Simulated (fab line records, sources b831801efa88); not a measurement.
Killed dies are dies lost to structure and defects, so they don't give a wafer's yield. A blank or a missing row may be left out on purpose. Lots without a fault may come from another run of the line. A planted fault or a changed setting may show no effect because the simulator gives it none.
Tool commonality check | flow sky130 | 10 lots, 30 wafers sampled

WHY IT WAS OPENED
At SKY_POLY_GATE_THK_MEAS_04 the reading POLY_GATE_CVD_03_THK is flagged on 3 of 10 lots. Wafers without a fault read 75.0 nm, standard deviation 0.7.
Rule: a lot is flagged when every wafer of it that has a number lies more than 4 standard deviations from that mean, or none has a number. The other lots count as sound.

lot  | measured     | on            | POLY_GATE_CVD_03_THK (nm), wafer by wafer | flag
L474 | day 15 16:12 | film_metro-02 | 74.6 74.5 74.9                            |
L478 | day 17 18:05 | film_metro-04 | 76.0 75.4 76.6                            |
L479 | day 17 18:06 | film_metro-02 | 74.2 74.0 74.5                            |
L480 | day 17 22:17 | film_metro-03 | 75.4 74.8 75.4                            |
L483 | day 18 23:09 | film_metro-04 | 115.3 115.2 115.2                         | FLAGGED
L482 | day 19 00:32 | film_metro-02 | 114.1 114.5 114.2                         | FLAGGED
L484 | day 19 09:38 | film_metro-02 | 115.5 115.8 115.4                         | FLAGGED
L492 | day 22 22:01 | film_metro-03 | 74.9 74.5 75.1                            |
L493 | day 23 10:38 | film_metro-03 | 74.9 74.7 74.9                            |
L494 | day 23 19:47 | film_metro-04 | 74.2 74.3 74.3                            |
The numbers of the flagged lots are 115.0 nm on average: +40.0 nm against the usual, or +57 standard deviations.

WHICH TOOL RAN EACH LOT
The record holds 2 process steps before the reading, out of a route of 708 steps. In each cell: the tool, then ch and the chambers that the sampled wafers went through, then the start.
lot  | flag    | SKY_GATE_OXIDE_STRIP_13              | SKY_POLY_GATE_CVD_03
L474 |         | plasma_asher-04 ch 0,1, day 14 08:25 | lpcvd-02 ch 0, day 15 14:51
L478 |         | plasma_asher-01 ch 0,1, day 16 09:25 | lpcvd-02 ch 1, day 17 16:44
L479 |         | plasma_asher-02 ch 0,1, day 16 09:13 | lpcvd-02 ch 0, day 17 16:44
L480 |         | plasma_asher-01 ch 0,1, day 16 14:23 | lpcvd-02 ch 1, day 17 20:56
L483 | FLAGGED | plasma_asher-02 ch 0,1, day 17 11:40 | lpcvd-02 ch 1, day 18 21:47
L482 | FLAGGED | plasma_asher-02 ch 0,1, day 17 12:21 | lpcvd-02 ch 0, day 18 23:10
L484 | FLAGGED | plasma_asher-02 ch 0,1, day 17 21:18 | lpcvd-02 ch 0, day 19 08:17
L492 |         | plasma_asher-02 ch 0,1, day 21 10:48 | lpcvd-02 ch 0, day 22 19:58
L493 |         | plasma_asher-04 ch 0,1, day 21 23:34 | lpcvd-02 ch 0, day 23 08:35
L494 |         | plasma_asher-02 ch 0,1, day 22 05:33 | lpcvd-02 ch 1, day 23 17:45
What these steps do:
- SKY_GATE_OXIDE_STRIP_13: strips in O2/N2.
- SKY_POLY_GATE_CVD_03: deposits Si3N4 from DCS/NH3, target thk 75 nm, time 1290 s.
- SKY_POLY_GATE_THK_MEAS_04

FLAGGED OVER TOTAL, TOOL BY TOOL (the gauges that took the reading come last)
step                      | tool            | lots run | flagged | share of the flagged lots | sound lots run after its first flagged lot
SKY_GATE_OXIDE_STRIP_13   | plasma_asher-01 | 2        | 0       | none                      | -
SKY_GATE_OXIDE_STRIP_13   | plasma_asher-02 | 6        | 3       | all                       | 2 (L492,L494)
SKY_GATE_OXIDE_STRIP_13   | plasma_asher-04 | 2        | 0       | none                      | -
SKY_POLY_GATE_CVD_03      | lpcvd-02        | 10       | 3       | all                       | 3 (L492,L493,L494)
SKY_POLY_GATE_THK_MEAS_04 | film_metro-02   | 4        | 2       | some                      | 0
SKY_POLY_GATE_THK_MEAS_04 | film_metro-03   | 3        | 0       | none                      | -
SKY_POLY_GATE_THK_MEAS_04 | film_metro-04   | 3        | 1       | some                      | 1 (L494)

WHAT THE TABLE ALLOWS
2 rows of the table ran every flagged lot: plasma_asher-02 at SKY_GATE_OXIDE_STRIP_13, lpcvd-02 at SKY_POLY_GATE_CVD_03.
- plasma_asher-02 at SKY_GATE_OXIDE_STRIP_13: 3 of its 6 lots flagged. Sound lots ran on it after the first flagged one (L492, L494), which a lasting fault on the whole tool wouldn't allow.
- lpcvd-02 at SKY_POLY_GATE_CVD_03: 3 of its 10 lots flagged. Sound lots ran on it after the first flagged one (L492, L493, L494), which a lasting fault on the whole tool wouldn't allow.
No row of the table ran every flagged lot and no sound lot after the first.

WHAT THE SIMULATOR HAD PUT IN
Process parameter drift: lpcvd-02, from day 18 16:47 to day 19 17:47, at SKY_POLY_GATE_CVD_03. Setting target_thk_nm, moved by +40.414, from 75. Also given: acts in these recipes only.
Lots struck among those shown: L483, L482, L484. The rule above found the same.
